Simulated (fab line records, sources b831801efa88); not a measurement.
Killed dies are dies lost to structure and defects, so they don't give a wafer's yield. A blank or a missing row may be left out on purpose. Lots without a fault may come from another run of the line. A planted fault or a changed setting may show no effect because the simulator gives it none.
Tool commonality check | flow sky130 | 11 lots, 33 wafers sampled

WHY IT WAS OPENED
At SKY_SD_N_TW_MEAS_12 the reading SD_N_TW is flagged on 3 of 11 lots. Wafers without a fault read 3969, standard deviation 61.
Rule: a lot is flagged when every wafer of it that has a number lies more than 4 standard deviations from that mean, or none has a number. The other lots count as sound.

lot  | measured     | on            | SD_N_TW, wafer by wafer | flag
L108 | day 29 08:31 | film_metro-03 | 3912 3895 3896          |
L110 | day 29 11:13 | film_metro-04 | 3975 3946 3969          |
L112 | day 30 10:45 | film_metro-01 | 4029 4027 4040          |
L117 | day 31 09:01 | film_metro-01 | 4048 4038 4024          |
L118 | day 32 00:33 | film_metro-03 | 3914 3950 3918          |
L119 | day 32 02:06 | film_metro-03 | 3656 3638 3649          | FLAGGED
L121 | day 32 16:10 | film_metro-03 | 3663 3680 3672          | FLAGGED
L122 | day 33 10:33 | film_metro-03 | 3662 3663 3660          | FLAGGED
L125 | day 34 05:48 | film_metro-04 | 4001 4021 4013          |
L128 | day 34 23:00 | film_metro-03 | 3942 3905 3909          |
L129 | day 35 09:07 | film_metro-01 | 4059 4048 4043          |
The numbers of the flagged lots are 3660 on average: -309 against the usual, or -5 standard deviations.

WHICH TOOL RAN EACH LOT
The record holds 2 process steps before the reading, out of a route of 708 steps. In each cell: the tool, then ch and the chambers that the sampled wafers went through, then the start.
lot  | flag    | SKY_SD_N_IMPLANT_09             | SKY_SD_N_STRIP_11
L108 |         | implanter-04 ch 0, day 29 08:07 | plasma_asher-01 ch 0,1, day 29 08:24
L110 |         | implanter-02 ch 0, day 29 10:50 | plasma_asher-01 ch 0,1, day 29 11:06
L112 |         | implanter-03 ch 0, day 30 10:21 | plasma_asher-01 ch 0,1, day 30 10:39
L117 |         | implanter-03 ch 0, day 31 08:38 | plasma_asher-04 ch 0,1, day 31 08:54
L118 |         | implanter-03 ch 0, day 32 00:09 | plasma_asher-03 ch 0,1, day 32 00:27
L119 | FLAGGED | implanter-03 ch 0, day 32 01:42 | plasma_asher-04 ch 0,1, day 32 02:00
L121 | FLAGGED | implanter-03 ch 0, day 32 15:48 | plasma_asher-04 ch 0,1, day 32 16:05
L122 | FLAGGED | implanter-03 ch 0, day 33 10:09 | plasma_asher-01 ch 0,1, day 33 10:27
L125 |         | implanter-04 ch 0, day 34 05:24 | plasma_asher-01 ch 0,1, day 34 05:42
L128 |         | implanter-02 ch 0, day 34 22:36 | plasma_asher-03 ch 0,1, day 34 22:54
L129 |         | implanter-02 ch 0, day 35 08:45 | plasma_asher-01 ch 0,1, day 35 09:02
What these steps do:
- SKY_SD_N_IMPLANT_09
- SKY_SD_N_STRIP_11: strips in O2/N2.
- SKY_SD_N_TW_MEAS_12

FLAGGED OVER TOTAL, TOOL BY TOOL (the gauges that took the reading come last)
step                | tool            | lots run | flagged | share of the flagged lots | sound lots run after its first flagged lot
SKY_SD_N_IMPLANT_09 | implanter-02    | 3        | 0       | none                      | -
SKY_SD_N_IMPLANT_09 | implanter-03    | 6        | 3       | all                       | 0
SKY_SD_N_IMPLANT_09 | implanter-04    | 2        | 0       | none                      | -
SKY_SD_N_STRIP_11   | plasma_asher-01 | 6        | 1       | some                      | 2 (L125,L129)
SKY_SD_N_STRIP_11   | plasma_asher-03 | 2        | 0       | none                      | -
SKY_SD_N_STRIP_11   | plasma_asher-04 | 3        | 2       | some                      | 0
SKY_SD_N_TW_MEAS_12 | film_metro-01   | 3        | 0       | none                      | -
SKY_SD_N_TW_MEAS_12 | film_metro-03   | 6        | 3       | all                       | 1 (L128)
SKY_SD_N_TW_MEAS_12 | film_metro-04   | 2        | 0       | none                      | -

WHAT THE TABLE ALLOWS
2 rows of the table ran every flagged lot: implanter-03 at SKY_SD_N_IMPLANT_09, film_metro-03 at SKY_SD_N_TW_MEAS_12.
- implanter-03 at SKY_SD_N_IMPLANT_09: 3 of its 6 lots flagged. Its last sound lot is L118 (day 32 00:09), its first flagged lot L119 (day 32 01:42): a fault that began between those two fits. Its own readings lie more than 4 standard deviations out on every wafer of the flagged lots: beam_on_s, dose_ions_cm2, faraday_current_uA.
- film_metro-03 at SKY_SD_N_TW_MEAS_12: 3 of its 6 lots flagged. Sound lots ran on it after the first flagged one (L128), which a lasting fault on the whole tool wouldn't allow.
One tool is left: implanter-03 at SKY_SD_N_IMPLANT_09.

WHAT THE SIMULATOR HAD PUT IN
Process parameter drift: implanter-03, from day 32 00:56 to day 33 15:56, at SKY_SD_N_IMPLANT_09. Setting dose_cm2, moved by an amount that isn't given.
Lots struck among those shown: L119, L121, L122. The rule above found the same.
